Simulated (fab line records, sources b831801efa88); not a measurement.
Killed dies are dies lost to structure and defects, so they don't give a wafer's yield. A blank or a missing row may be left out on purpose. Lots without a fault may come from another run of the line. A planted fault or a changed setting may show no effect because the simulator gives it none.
Split-lot experiment | flow gf180mcu | 5 lots, 23 wafers read, on a route of 602 steps

THE SPLIT
At GF_V2_COAT_09 (resist thk 1000 nm), the setting resist_thk_nm was moved away from the recipe's 1000 nm on 8 of the 23 wafers read, by -2.1% to +4.7%. The other wafers ran this setting at the recipe's value.

The reading is taken at the split's own step.

THE READING
KrF_of_V2_COAT_09.thk_nm (the simulator's own value, which no gauge read), in nm, at GF_V2_COAT_09 (resist thk 1000 nm). The file gives no usual value for it. The 15 wafers here that ran the recipe average 999.1 nm, standard deviation 2.2 nm.

wafer  | tool, chamber at the split | resist_thk_nm as run, nm | against the recipe | KrF_of_V2_COAT_09.thk_nm, nm | against lot-mates on the recipe
L075.1 | litho_track-01, 0          | 1047                     | +4.7%              | 1045                         | +48.6
L075.3 | litho_track-01, 0          | 1000                     | recipe             | 995.6                        | -
L075.4 | litho_track-01, 0          | 1047                     | +4.7%              | 1044                         | +47.6
L075.5 | litho_track-01, 0          | 1047                     | +4.7%              | 1047                         | +50.6
L075.6 | litho_track-01, 0          | 1000                     | recipe             | 997.2                        | -
L076.1 | litho_track-04, 0          | 1000                     | recipe             | 996.2                        | -
L076.3 | litho_track-04, 0          | 1000                     | recipe             | 999.8                        | -
L076.4 | litho_track-04, 0          | 978.7                    | -2.1%              | 978.1                        | -20.2
L076.5 | litho_track-04, 0          | 978.7                    | -2.1%              | 976.3                        | -22.0
L076.6 | litho_track-04, 0          | 1000                     | recipe             | 998.8                        | -
L079.2 | litho_track-04, 0          | 1000                     | recipe             | 1000                         | -
L079.5 | litho_track-04, 0          | 1000                     | recipe             | 1003                         | -
L079.6 | litho_track-04, 0          | 1000                     | recipe             | 999.2                        | -
L082.1 | litho_track-03, 0          | 1046                     | +4.6%              | 1047                         | +45.2
L082.3 | litho_track-03, 0          | 1046                     | +4.6%              | 1055                         | +53.2
L082.4 | litho_track-03, 0          | 1000                     | recipe             | 1004                         | -
L082.5 | litho_track-03, 0          | 1000                     | recipe             | 999.6                        | -
L082.6 | litho_track-03, 0          | 1046                     | +4.6%              | 1049                         | +47.2
L084.2 | litho_track-04, 0          | 1000                     | recipe             | 997.3                        | -
L084.3 | litho_track-04, 0          | 1000                     | recipe             | 997.2                        | -
L084.4 | litho_track-04, 0          | 1000                     | recipe             | 999.9                        | -
L084.5 | litho_track-04, 0          | 1000                     | recipe             | 999.2                        | -
L084.6 | litho_track-04, 0          | 1000                     | recipe             | 999.8                        | -

THE FIT
A straight line over all 23 wafers: KrF_of_V2_COAT_09.thk_nm changes by +10.4 nm for each +1% of resist_thk_nm; r = +0.99; the points scatter about the line by 2.8 nm.
The same after taking each lot's own level away (the mean of its wafers on the recipe; 23 wafers): +10.4 nm for each +1%; r = +1.00; scatter 1.9 nm.
On that fit, the largest move of resist_thk_nm shifts the reading by 49 nm.
The lots' own levels span 996.40 to 1001.80 nm, that is 2.4 times the standard deviation above.
So the lot-to-lot level changes the slope little: the two slopes agree.
Check: with one of the wafers moved furthest among these (+4.7%) left out of the fit, the line predicts +49.2 nm for it against its lot-mates. It came out at +48.6 nm against them.

OTHER SPLITS ON THESE WAFERS
These wafers also went through other splits before the reading. Each is held against what the fit with the lots' levels taken away leaves over:
other split on the same wafers   | wafers away from the commonest value | r with KrF_of_V2_COAT_09.thk_nm (lot level and that fit taken away)
GF_CONTACT_CVD_24 temp_c         | 7                                    | -0.18
GF_CONTACT_CMP_27 t_overpolish_s | 9                                    | +0.27
GF_V1_SPUTTER_21 time_s          | 9                                    | -0.14

THE FILE'S OWN FIT
KrF_of_V2_COAT_09.thk_nm changes by +10.4 nm for each +1% of resist_thk_nm, r = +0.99.
